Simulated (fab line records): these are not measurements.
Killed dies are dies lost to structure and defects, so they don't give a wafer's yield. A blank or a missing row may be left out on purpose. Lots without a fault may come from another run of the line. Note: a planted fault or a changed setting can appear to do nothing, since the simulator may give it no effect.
Matching of chambers :: flow gf180mcu :: cmp-01 running GF_V3_CMP_04: 4 sister chambers
The step polishes SiO2. 22 wafers are shown with their chamber, then 11 later ones without.

== WAFERS, EACH WITH ITS CHAMBER ==
wafer: L075.3
chamber: 3
motor current A (A): 9.4
time to endpoint s (s): 74

wafer: L075.5
chamber: 2
motor current A (A): 10.5
time to endpoint s (s): 80

wafer: L075.6
chamber: 1
motor current A (A): 14.9
time to endpoint s (s): 79

wafer: L076.2
chamber: 2
motor current A (A): 11.3
time to endpoint s (s): 70

wafer: L076.4
chamber: 1
motor current A (A): 15.1
time to endpoint s (s): 75

wafer: L076.5
chamber: 2
motor current A (A): 10.9
time to endpoint s (s): 75

wafer: L077.1
chamber: 0
motor current A (A): 12.4
time to endpoint s (s): 66

wafer: L077.2
chamber: 1
motor current A (A): 14.4
time to endpoint s (s): 73

wafer: L077.4
chamber: 2
motor current A (A): 10.7
time to endpoint s (s): 75

wafer: L078.1
chamber: 0
motor current A (A): 11.9
time to endpoint s (s): 69

wafer: L078.2
chamber: 2
motor current A (A): 10.9
time to endpoint s (s): 79

wafer: L078.4
chamber: 1
motor current A (A): 14.9
time to endpoint s (s): 76

wafer: L081.1
chamber: 3
motor current A (A): 9.5
time to endpoint s (s): 76

wafer: L081.4
chamber: 2
motor current A (A): 10.9
time to endpoint s (s): 85

wafer: L081.6
chamber: 2
motor current A (A): 10.3
time to endpoint s (s): 78

wafer: L082.1
chamber: 0
motor current A (A): 11.7
time to endpoint s (s): 77

wafer: L082.4
chamber: 2
motor current A (A): 10.5
time to endpoint s (s): 83

wafer: L082.5
chamber: 3
motor current A (A): 8.9
time to endpoint s (s): 90

wafer: L083.1
chamber: 0
motor current A (A): 12.5
time to endpoint s (s): 76

wafer: L083.2
chamber: 1
motor current A (A): 14.9
time to endpoint s (s): 77

wafer: L083.4
chamber: 3
motor current A (A): 8.5
time to endpoint s (s): 94

wafer: L086.4
chamber: 2
motor current A (A): 11.1
time to endpoint s (s): 81

SIGNATURES, as means of the wafers listed above
reading: motor current A
chamber 0: 12.125
chamber 1: 14.840
chamber 2: 10.789
chamber 3: 9.075
scatter within a chamber: 0.348

reading: time to endpoint s
chamber 0: 72.00
chamber 1: 76.00
chamber 2: 78.44
chamber 3: 83.50
scatter within a chamber: 5.64
Rule: distance of a wafer from a chamber = root of the sum over the readings of ((wafer's reading minus chamber's mean) / reading's scatter) squared. The wafer belongs to the nearest chamber; if the next one is less than 2 further off, it can't be placed. The scatter is the square root of a quotient: the sum, over the shown wafers, of each reading's squared deviation from its chamber's mean, divided by wafers minus chambers.

== WAFERS MISSING THEIR CHAMBER ==
wafer: L086.5
motor current A (A): 15.0
time to endpoint s (s): 78

wafer: L086.6
motor current A (A): 11.9
time to endpoint s (s): 76

wafer: L087.1
motor current A (A): 10.8
time to endpoint s (s): 67

wafer: L087.2
motor current A (A): 9.1
time to endpoint s (s): 71

wafer: L087.3
motor current A (A): 12.1
time to endpoint s (s): 62

wafer: L092.2
motor current A (A): 10.6
time to endpoint s (s): 71

wafer: L092.4
motor current A (A): 15.7
time to endpoint s (s): 68

wafer: L092.5
motor current A (A): 12.5
time to endpoint s (s): 65

wafer: L096.1
motor current A (A): 10.8
time to endpoint s (s): 78

wafer: L096.5
motor current A (A): 14.9
time to endpoint s (s): 82

wafer: L096.6
motor current A (A): 11.9
time to endpoint s (s): 74

== THE CHAMBER EACH PASSED THROUGH ==
wafer: L086.5
from the rows above: 1
in truth: 1

wafer: L086.6
from the rows above: 0
in truth: 0

wafer: L087.1
from the rows above: can't be placed: 2 or 0
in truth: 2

wafer: L087.2
from the rows above: 3
in truth: 3

wafer: L087.3
from the rows above: 0
in truth: 0

wafer: L092.2
from the rows above: 2
in truth: 2

wafer: L092.4
from the rows above: 1
in truth: 1

wafer: L092.5
from the rows above: 0
in truth: 0

wafer: L096.1
from the rows above: 2
in truth: 2

wafer: L096.5
from the rows above: 1
in truth: 1

wafer: L096.6
from the rows above: 0
in truth: 0
10 of 11 placed correctly. Not placeable from these rows: 1 (in 1, the candidates include the true chamber). 0 placed wrongly.
